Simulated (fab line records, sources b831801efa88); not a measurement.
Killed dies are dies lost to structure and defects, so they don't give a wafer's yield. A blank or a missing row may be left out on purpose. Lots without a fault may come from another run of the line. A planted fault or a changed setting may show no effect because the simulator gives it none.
A struck lot beside a sound one | flow sky130 | 16 steps out of a route of 708
Sound: wafers L521.2, L521.3, L521.6. Struck: wafers L514.2, L514.4, L514.5. The cause comes at the end.
At each step with rows: each side's tool, then ch and its chambers, then its first start. Under that, the readings that differ: sound wafers | struck wafers | difference of the means | sigmas: that difference in standard deviations of wafers without a fault.
alike: readings whose means differ by less than 2 such deviations, and words and numbers that are the same on both sides. not compared: withheld readings, readings that some wafer has no value for, bounds like >300 that may hide the same value, and numbers for which the record gives no deviation and whose values overlap.
The two part at a step that has a row with sigmas, a row that says differs or no value, or rows on one side only. Numbers that don't overlap but have no deviation are shown without sigmas and don't part them. A reading that every wafer of one side lacks parts them only if that side has two wafers or more.

first, 2 steps without rows for these wafers: SKY_METAL3_PEB_11; SKY_METAL3_DEVELOP_12 (develop time 60 s).
SKY_METAL3_CD_MEAS_13: target cd 300 nm.
  sound on cd_sem-02, day 44 19:42; struck on cd_sem-02, day 42 15:25
  alike: cd_nm
SKY_METAL3_OVL_MEAS_14:
  sound on overlay-01, day 44 19:49; struck on overlay-01, day 42 15:32
  alike: METAL3_OVL
SKY_METAL3_DESCUM_15: chemistry O2, time 8 s.
  sound on rie_metal-02 ch 0,1, day 44 19:50; struck on rie_metal-01 ch 0,1, day 42 15:34
  reading               | sound             | struck            | difference | sigmas
  oes_product_au (a.u.) | 0.975 0.988 0.982 | 0.997 0.995 1.025 | +0.024     | +2
  alike: drypump_motor_current_A
  not compared: rf_hours_counter_h
SKY_METAL3_ETCH_16: etches BARC in N2/H2, stops on SiO2, time 88.2 s, target depth 60 nm.
  sound on rie_metal-02 ch 0,1, day 44 19:52; struck on rie_metal-01 ch 0,1, day 42 15:35
  alike: drypump_motor_current_A, oes_product_au, throttle_valve_pct
  not compared: rf_hours_counter_h
SKY_METAL3_ETCH_17: etches SiO2 in C4F8/O2/Ar, stops on TiN, time 3.9 s, target depth 15 nm.
  sound on rie_diel-04 ch 1,2, day 44 19:58; struck on rie_diel-02 ch 1,2,3, day 42 15:41
  alike: oes_product_au
  not compared: rf_hours_counter_h
SKY_METAL3_METAL_ETCH_18: etches the open film in Cl2/BCl3, stops on SiO2, target depth 845 nm, time 183.1 s.
  sound on rie_metal-03 ch 1, day 44 20:02; struck on rie_metal-02 ch 1, day 42 15:46
  reading                     | sound       | struck      | difference | sigmas
  drypump_motor_current_A (A) | 5.5 5.5 5.4 | 6.3 6.3 6.3 | +0.8       | +2
  alike: oes_product_au, throttle_valve_pct
  not compared: rf_hours_counter_h
then, 4 steps without rows for these wafers: SKY_METAL3_STRIP_19 (strips in O2/N2); SKY_METAL3_STRIP_20 (strips in post etch residue remover, time 1200 s); SKY_METAL3_CLEAN_21 (cleans in IPA, time 180 s); SKY_METAL3_CLEAN_22 (cleans in O3/DIW).
SKY_VIA3_HDPCVD_00: deposits SiO2, target thk 1635 nm, time 272.5 s.
  sound on hdpcvd-01 ch 0,1,2, day 44 20:58; struck on hdpcvd-01 ch 0,1, day 42 16:59
SKY_VIA3_THK_MEAS_01:
  sound on film_metro-02, day 44 21:09; struck on film_metro-01, day 42 17:14
  reading              | sound          | struck         | difference | sigmas
  VIA3_HDPCVD_THK (nm) | 1618 1593 1628 | 3262 3273 3287 | +1661      | +99 or more
SKY_VIA3_CMP_02: polishes SiO2.
  sound on cmp-01 ch 0,2, day 44 21:12; struck on cmp-02 ch 0,1,2, day 42 17:35
  alike: motor_current_A, slurry_filter_dp_kPa
-- the record jumps here: 6 days lie between the struck wafers' starts before and after (it left off in module VIA3 and takes up again in module PAD_OPEN, whose first step shown is number 708 of the route) --
SKY_PAD_OPEN_PROBE_99:
  the record has rows for the struck wafers here (prober-02, day 49 03:50) and none for the sound ones

WHERE THEY PART
First at SKY_METAL3_DESCUM_15; last, within this record, at SKY_PAD_OPEN_PROBE_99.

WHY: what the simulator had put in
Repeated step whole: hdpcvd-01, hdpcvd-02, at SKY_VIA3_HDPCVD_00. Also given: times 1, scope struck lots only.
